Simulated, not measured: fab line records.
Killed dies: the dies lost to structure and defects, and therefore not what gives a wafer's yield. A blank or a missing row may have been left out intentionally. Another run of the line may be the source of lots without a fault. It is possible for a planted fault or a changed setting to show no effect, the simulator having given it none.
2 desks looking at one fault :: flow gf180mcu :: every desk sees just its own numbers, and what lay behind them comes last

== TOOL OWNER'S DESK, implanter-01 ==
The tool's own readings at GF_MVSD_IMPLANT_09, given as means over the sampled wafers that have a number, one for each lot that went through this tool. If a lot's mean is further than 4 standard deviations from the usual mean, the lot is out of limits and carries the mark OUT (the distance appears in the brackets).
Columns: A = beam-energy-keV at GF_MVSD_IMPLANT_09, usual 100.00; B = dose-ions-cm2 at GF_MVSD_IMPLANT_09, usual 4.998e+12; C = end-station-pressure-torr at GF_MVSD_IMPLANT_09, usual 5.02e-06 Torr; D = faraday-current-uA at GF_MVSD_IMPLANT_09, usual 28.2; E = tilt-deg at GF_MVSD_IMPLANT_09, usual -0.003 degrees
lot: L844
first seen here: day 5 21:35
A: 100.07
B: 5.000e+12
C: 4.86e-06
D: 28.5
E: 0.018

lot: L845
first seen here: day 6 02:40
A: 100.00
B: 4.995e+12
C: 5.05e-06
D: 28.3
E: 0.003

lot: L847
first seen here: day 6 18:47
A: 100.01
B: 2.036e+12 (-99 or more) OUT
C: 4.99e-06
D: 11.4 (-28) OUT
E: -0.019

lot: L851
first seen here: day 7 14:59
A: 100.00
B: 2.037e+12 (-99 or more) OUT
C: 5.11e-06
D: 11.6 (-28) OUT
E: -0.033
Finding of this desk: L847, L851 out of limits; the first was L847 at day 6 18:47, on dose-ions-cm2 at GF_MVSD_IMPLANT_09. Within limits: L844, L845.

== THE METROLOGY DESK ==
Lot by lot, what the gauges showed, no matter which tool ran the lot: averages of those sampled wafers that carry a number. If a lot's mean is further than 4 standard deviations from the usual mean, the lot is out of limits and carries the mark OUT (the distance appears in the brackets).
Columns: A = MVSD_RS at GF_VT_IMPLANT_RS_MEAS_46, usual 462.7 ohm/sq; B = HV_LDD_01_OVL at GF_HV_LDD_OVL_MEAS_20, usual -0.4 nm
lot: L838
first seen here: day 7 14:38
A: 464.9
B: 0.1

lot: L842
first seen here: day 8 15:25
A: 463.2
B: 0.6

lot: L843
first seen here: day 9 00:30
A: 461.9
B: -1.5

lot: L844
first seen here: day 9 08:27
A: 461.8
B: -2.2

lot: L845
first seen here: day 9 10:01
A: 465.4
B: 0.7

lot: L846
first seen here: day 9 20:50
A: 462.4
B: -2.0

lot: L847
first seen here: day 10 07:18
A: 520.5 (+48) OUT
B: 1.1

lot: L851
first seen here: day 11 07:07
A: 518.7 (+47) OUT
B: -1.5

lot: L857
first seen here: day 12 18:28
A: 460.8
B: -1.0

lot: L859
first seen here: day 13 13:32
A: 462.2
B: -0.8

lot: L861
first seen here: day 14 08:03
A: 462.4
B: 1.0
This desk reports L847, L851 out of limits; the earliest was L847 at day 10 07:18 (MVSD_RS at GF_VT_IMPLANT_RS_MEAS_46). Within limits: L838, L842, L843, L844, L845, L846, L857, L859, L861.

== PUT TOGETHER ==
The tool owner's desk had the chance to raise an alarm at day 6 18:47 on L847, L851.
At day 10 07:18 the metrology desk could have sounded an alarm, on L847, L851.
On implanter-01, each named lot ran GF_MVSD_IMPLANT_09.

== WHAT THE SIMULATOR HAD PUT IN ==
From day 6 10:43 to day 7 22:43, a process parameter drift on implanter-01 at GF_MVSD_IMPLANT_09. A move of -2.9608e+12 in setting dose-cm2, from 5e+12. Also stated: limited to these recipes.
Lots struck among those shown: L847, L851.
Delay (hours) between the fault's onset and each desk's first out-of-limits reading: 8 at the tool owner's desk, 93 at the metrology desk.
